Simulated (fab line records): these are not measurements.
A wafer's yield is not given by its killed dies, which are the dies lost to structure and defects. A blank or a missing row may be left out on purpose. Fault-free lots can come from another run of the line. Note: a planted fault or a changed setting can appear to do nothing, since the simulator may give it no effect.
2 desks, one fault :: flow sky130 :: what lay behind the numbers comes last; until then each desk has only its own

== THE METROLOGY DESK ==
Means of the sampled wafers that have a number, per lot and without regard to the tool the lot ran on: this is what the gauges read. Marked OUT: a lot whose mean sits more than 4 standard deviations from the usual mean, which makes it out of limits; the brackets give that distance.
Columns: A = SONOS_TUNNEL_OVL at SKY_SONOS_TUNNEL_OVL_MEAS_08, usual -0.6 nm; B = SONOS_ONO_CVD_02_THK at SKY_SONOS_ONO_THK_MEAS_03, usual 10.51 nm; C = SONOS_ONO_CVD_04_THK at SKY_SONOS_ONO_THK_MEAS_05, usual 5.72 nm; D = GATE_OXIDE_OVL at SKY_GATE_OXIDE_OVL_MEAS_10, usual -0.1 nm
lot: L669
first seen here: day 11 15:19
A: -0.8
B: 10.62
C: 5.73
D: -2.2

lot: L670
first seen here: day 12 02:01
A: 0.3
B: 10.55
C: 5.59
D: 0.6

lot: L673
first seen here: day 12 16:47
A: -1.1
B: 10.74
C: 5.67
D: -2.1

lot: L674
first seen here: day 13 03:31
A: 0.9
B: 10.41
C: 5.63
D: -0.3

lot: L676
first seen here: day 14 02:34
A: -1.7
B: 10.69
C: 5.84
D: 2.1

lot: L677
first seen here: day 14 06:06
A: -1.3
B: 10.46
C: 5.81
D: -1.5

lot: L678
first seen here: day 14 13:07
A: 0.1
B: 10.51
C: 5.67
D: -0.6

lot: L680
first seen here: day 15 04:55
A: -0.3
B: 10.38
C: 5.79
D: -0.8

lot: L682
first seen here: day 15 18:57
A: -0.2
B: 10.62
C: 5.88
D: 1.6

lot: L683
first seen here: day 16 04:46
A: 0.3
B: 10.46
C: 5.16 (-6.2) OUT
D: 0.5

lot: L684
first seen here: day 16 08:12
A: -1.2
B: 10.43
C: 5.27 (-5.0) OUT
D: -2.2

lot: L685
first seen here: day 16 15:16
A: 0.6
B: 10.51
C: 5.40
D: 1.6

lot: L692
first seen here: day 18 23:52
A: -1.2
B: 10.58
C: 5.70
D: -0.4
Finding of this desk: L683, L684 out of limits, first seen on L683 at day 16 12:09 (SONOS_ONO_CVD_04_THK at SKY_SONOS_ONO_THK_MEAS_05). L669, L670, L673, L674, L676, L677, L678, L680, L682, L685, L692 stayed within limits.

== TOOL OWNER'S DESK, lpcvd-03 ==
The tool's own readings at SKY_SONOS_ONO_CVD_04 (deposits SiO2 from SiH4/N2O, target thk 5.7199 nm): means of the sampled wafers that have a number, for each lot that ran on this tool. Marked OUT: a lot whose mean sits more than 4 standard deviations from the usual mean, which makes it out of limits; the brackets give that distance.
Columns: A = spike-tc-centre-C at SKY_SONOS_ONO_CVD_04, usual 901.7 C; B = zone-power-lower-pct at SKY_SONOS_ONO_CVD_04, usual 21 %
lot: L669
first seen here: day 11 23:26
A: 902.1
B: 24

lot: L670
first seen here: day 12 09:17
A: 900.7
B: 15

lot: L673
first seen here: day 12 23:44
A: 901.1
B: 24

lot: L674
first seen here: day 13 06:54
A: 901.1
B: 15

lot: L676
first seen here: day 14 06:34
A: 902.2
B: 23

lot: L677
first seen here: day 14 11:56
A: 901.3
B: 15

lot: L678
first seen here: day 14 20:37
A: 902.4
B: 24

lot: L680
first seen here: day 15 08:53
A: 902.3
B: 24

lot: L682
first seen here: day 16 01:44
A: 901.5
B: 24

lot: L683
first seen here: day 16 10:54
A: 901.4
B: 24

lot: L684
first seen here: day 16 13:14
A: 900.0
B: 15

lot: L685
first seen here: day 16 20:26
A: 901.7
B: 23

lot: L692
first seen here: day 19 07:19
A: 901.4
B: 24
Result from this desk: across the 13 lots, nothing is out of limits.

== BROUGHT TOGETHER ==
At day 16 12:09 the metrology desk could have sounded an alarm, on L683, L684.
The tool owner's desk saw nothing out of limits.
Tool owner's desk: L683, L684 on record, inside its limits.
Of the lots named, all ran SKY_SONOS_ONO_CVD_04 on lpcvd-03.

== WHAT THE SIMULATOR HAD INSERTED ==
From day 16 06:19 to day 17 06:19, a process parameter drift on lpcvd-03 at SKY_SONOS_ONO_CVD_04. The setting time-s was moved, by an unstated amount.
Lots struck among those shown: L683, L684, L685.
Per desk, hours elapsed from the start of the fault to the first reading out of limits: for the metrology desk, 6.
